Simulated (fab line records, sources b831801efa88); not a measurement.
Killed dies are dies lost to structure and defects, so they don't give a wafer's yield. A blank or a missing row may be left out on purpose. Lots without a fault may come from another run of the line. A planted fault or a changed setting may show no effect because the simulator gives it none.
A struck lot beside a sound one | flow sky130 | 16 steps out of a route of 708
Sound: wafers L881.1, L881.3, L881.6. Struck: wafers L865.2, L865.3, L865.5. The cause comes at the end.
At each step with rows: each side's tool, then ch and its chambers, then its first start. Under that, the readings that differ: sound wafers | struck wafers | difference of the means | sigmas: that difference in standard deviations of wafers without a fault.
alike: readings whose means differ by less than 2 such deviations, and words and numbers that are the same on both sides. not compared: withheld readings, readings that some wafer has no value for, bounds like >300 that may hide the same value, and numbers for which the record gives no deviation and whose values overlap.
The two part at a step that has a row with sigmas, a row that says differs or no value, or rows on one side only. Numbers that don't overlap but have no deviation are shown without sigmas and don't part them. A reading that every wafer of one side lacks parts them only if that side has two wafers or more.

first, 3 steps without rows for these wafers: SKY_VIA2_CLEAN_18 (cleans in IPA, time 180 s); SKY_VIA2_CLEAN_19 (cleans in O3/DIW); SKY_VIA2_SPUTTER_20 (material TiN, target thk 20 nm, time 80 s).
SKY_VIA2_CVD_21: deposits W, target thk 420 nm, time 126.4 s.
  sound on cvd_w-01 ch 0,1, day 42 01:25; struck on cvd_w-02 ch 0, day 37 03:32
  alike: heater_power_w
SKY_VIA2_RS_MEAS_22: measures by four-point-probe.
  sound on film_metro-04, day 42 01:33; struck on film_metro-03, day 37 03:41
  alike: VIA2_W_RS
SKY_VIA2_THK_MEAS_23: measures by xrf.
  sound on film_metro-04, day 42 01:40; struck on film_metro-03, day 37 03:47
  alike: VIA2_W_THK
SKY_VIA2_CMP_24: polishes, stops on SiO2, t overpolish 20 s, target thk 0 nm.
  sound on cmp-01 ch 2,3, day 42 01:44; struck on cmp-01 ch 0,2,3, day 37 03:50
  alike: motor_current_A, overpolish_run_s, time_to_endpoint_s
then, 1 step without rows for these wafers: SKY_METAL3_SPUTTER_00 (material Ti, target thk 15 nm, time 10 s).
SKY_METAL3_SPUTTER_01: material TiN, target thk 20 nm, time 16.7 s.
  sound on pvd_sputter-03, day 42 02:03; struck on pvd_sputter-03, day 37 04:10
  alike: throttle_valve_pct
SKY_METAL3_SPUTTER_02: material AlCu, target thk 735 nm, time 39.1 s.
  sound on pvd_sputter-03, day 42 02:05; struck on pvd_sputter-03, day 37 04:11
  alike: throttle_valve_pct
SKY_METAL3_SPUTTER_03: material Ti, target thk 5 nm, time 3.3 s.
  sound on pvd_sputter-03, day 42 02:07; struck on pvd_sputter-03, day 37 04:14
  alike: throttle_valve_pct
then, 1 step without rows for these wafers: SKY_METAL3_SPUTTER_04 (material TiN, target thk 70 nm, time 58.3 s).
SKY_CAPM_CVD_00: deposits SiO2, target thk 15.5 nm.
  sound on pecvd-01 ch 0,1,2, day 42 02:11; struck on pecvd-01 ch 1,2, day 37 04:00
  alike: heater_power_w
SKY_CAPM_THK_MEAS_01:
  sound on film_metro-02, day 42 02:12; struck on film_metro-04, day 37 04:31
  reading              | sound             | struck            | difference | sigmas
  CAPM_CVD_00_THK (nm) | 15.61 15.44 15.61 | 30.13 30.05 30.99 | +14.84     | +82
then, 1 step without rows for these wafers: SKY_CAPM_SPUTTER_02 (material TiN, target thk 200 nm, time 166.7 s).
-- the record jumps here: 9 days lie between the struck wafers' starts before and after (it left off in module CAPM and takes up again in module PAD_OPEN, whose first step shown is number 708 of the route) --
SKY_PAD_OPEN_PROBE_99:
  sound on prober-01, day 50 07:59; struck on prober-02, day 46 14:14
  reading                               | sound              | struck            | difference | sigmas
  killed_at_front_end                   | 20 17 19           | 11 10 8           | -9         | -2
  model.etest.tester.sort_n_pass        | 409 407 402        | 0 0 0             | -406       |
  model.etest.tester.sort_yield_pct (%) | 83.13 82.72 81.71  | 0 0 0             | -83        |
  model.etest.tester.sort_bin_3_pct (%) | 1.016 0.813 0.4065 | 84.15 85.98 84.76 | +84.22     |
  model.etest.sonos_uncharged.short     | 0 0 0              | 1 1 1             | +1         |
  model.etest.licon_ndiff.short         | 0 0 0              | 1 1 1             | +1         |
  model.etest.nfet_01v8.over_limit      | 0 0 0              | 1 1 1             | +1         |
  model.etest.field_n.short             | 0 0 0              | 1 1 1             | +1         |
  model.etest.res_ndiff_hv.short        | 0 0 0              | 1 1 1             | +1         |
  alike: defect_limited_yield, killed_at_M0_to_M3, killed_at_M4_up, killed_at_contacts, killed_at_other, killed_dies, killed_open, killed_short

WHERE THEY PART
First at SKY_CAPM_THK_MEAS_01; last, within this record, at SKY_PAD_OPEN_PROBE_99.

WHY: what the simulator had put in
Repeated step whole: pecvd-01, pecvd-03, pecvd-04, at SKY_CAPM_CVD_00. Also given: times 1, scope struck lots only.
